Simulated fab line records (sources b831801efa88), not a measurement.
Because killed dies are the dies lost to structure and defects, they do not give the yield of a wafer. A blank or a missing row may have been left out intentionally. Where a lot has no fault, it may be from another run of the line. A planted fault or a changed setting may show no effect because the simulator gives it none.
Comparing a struck lot with a sound one    flow sfqLine    13 out of 325 route steps
Sound: the wafers L103.3, L103.4, L103.5. Struck: wafers L104.1, L104.3, L104.4. The cause is given at the end.
For every step that has rows: the tool of each side, followed by ch and its chambers, followed by its first start. Under that, the readings that differ: sound wafers    struck wafers    difference of the means    sigmas: that difference in standard deviations of wafers without a fault.
alike: same words and numbers on both sides, and readings whose means sit less than 2 such deviations apart. not compared: any withheld reading, any reading some wafer has no value for, any bound like >300 that may hide the same value, and any number with overlapping values for which the record gives no deviation.
Wherever a step has rows on one side only, a row that says differs or no value, or a row with sigmas, the two part there. Non-overlapping numbers with no deviation appear without sigmas and do not part them. Lack of a reading on every wafer of one side parts them only where that side has two or more wafers.

SFQ_TRILAYER_I0_VIA_ETCH_VIA_ETCH_034: etches SiO2 in CHF3, stops on Nb, target depth 260 nm.
  sound on rieDiel-02 ch 1,3, day 13 19:17; struck on rieDiel-01 ch 1,2, day 14 01:17
  alike: chamberPressureMTorr, drypumpMotorCurrentA, oesProductAu
SFQ_TRILAYER_I0_VIA_STRIP_STRIP_035: strips in O2.
  sound on rieMetal-02 ch 0,1, day 13 19:35; struck on rieMetal-02 ch 0,1, day 14 01:23
  alike: chamberPressureMTorr, drypumpMotorCurrentA, oesProductAu, platenTempC
  not compared: rfHoursCounterH
then, 2 steps without rows for these wafers: SFQ_TRILAYER_I0_VIA_STRIP_SOLV_CLEAN_036 (cleans in NMP, time 600 s); SFQ_TRILAYER_M1_DEP_PRE_CLEAN_038 (time 22.5 s).
SFQ_TRILAYER_M1_DEP_SPUTTER_037: material Nb, target thk 200 nm, time 133.3 s.
  struck on pvdSputter-06, day 14 02:22; sound on pvdSputter-04, day 13 20:12
  alike: cathodeDcPowerW, throttleValvePct
SFQ_M1_RS_MEAS_909: uses a four-point probe to measure.
  struck on filmMetro-03, day 14 02:28; sound on filmMetro-02, day 13 20:20
reading            sound              struck             difference  sigmas
M1_NB_RS (ohm/sq)  0.922 0.933 0.918  0.886 0.870 0.903  -0.038      -3
then, 5 steps without rows for these wafers: SFQ_TRILAYER_M1_LITHO_COAT_044 (resist thk 62 nm); SFQ_TRILAYER_M1_LITHO_COAT_039 (resist thk 600 nm); SFQ_TRILAYER_M1_LITHO_SOFTBAKE_043; SFQ_TRILAYER_M1_LITHO_EXPOSE_040 (exposes mask M1, target cd 500 nm); SFQ_TRILAYER_M1_LITHO_PEB_042 (peb time 60 s).
-- the record jumps here: 3 days lie between the struck wafers' starts before and after --
SFQ_TRILAYER_M1_LITHO_DEVELOP_041: time 60 s.
  struck on lithoTrack-03, day 16 17:52; sound on lithoTrack-02 ch 0, day 16 14:19
  no value came back on the struck wafers for chillPlateTempC (C), exhaustPa (Pa), timeS (s); on the sound wafers chillPlateTempC (C) reads 23.08 22.89 22.96
reading                                             sound              struck             difference  sigmas
model.KrF_of_TRILAYER_M1_LITHO_COAT_039.thkNm (nm)  575.1 577.1 576.2  601.2 603.2 601.2  +25.7       
SFQ_M1_OVL_MEAS_911:
  struck on overlay-01, day 16 18:01; sound on overlay-02, day 16 14:25
reading      sound      struck  difference                     sigmas
M1_OVL (nm)  -7 -7 -10  - - -   no value on the struck wafers  

## WHERE THEY PART
First at SFQ_M1_RS_MEAS_909; last, within this record, at SFQ_M1_OVL_MEAS_911.

WHY: the cause the simulator had injected
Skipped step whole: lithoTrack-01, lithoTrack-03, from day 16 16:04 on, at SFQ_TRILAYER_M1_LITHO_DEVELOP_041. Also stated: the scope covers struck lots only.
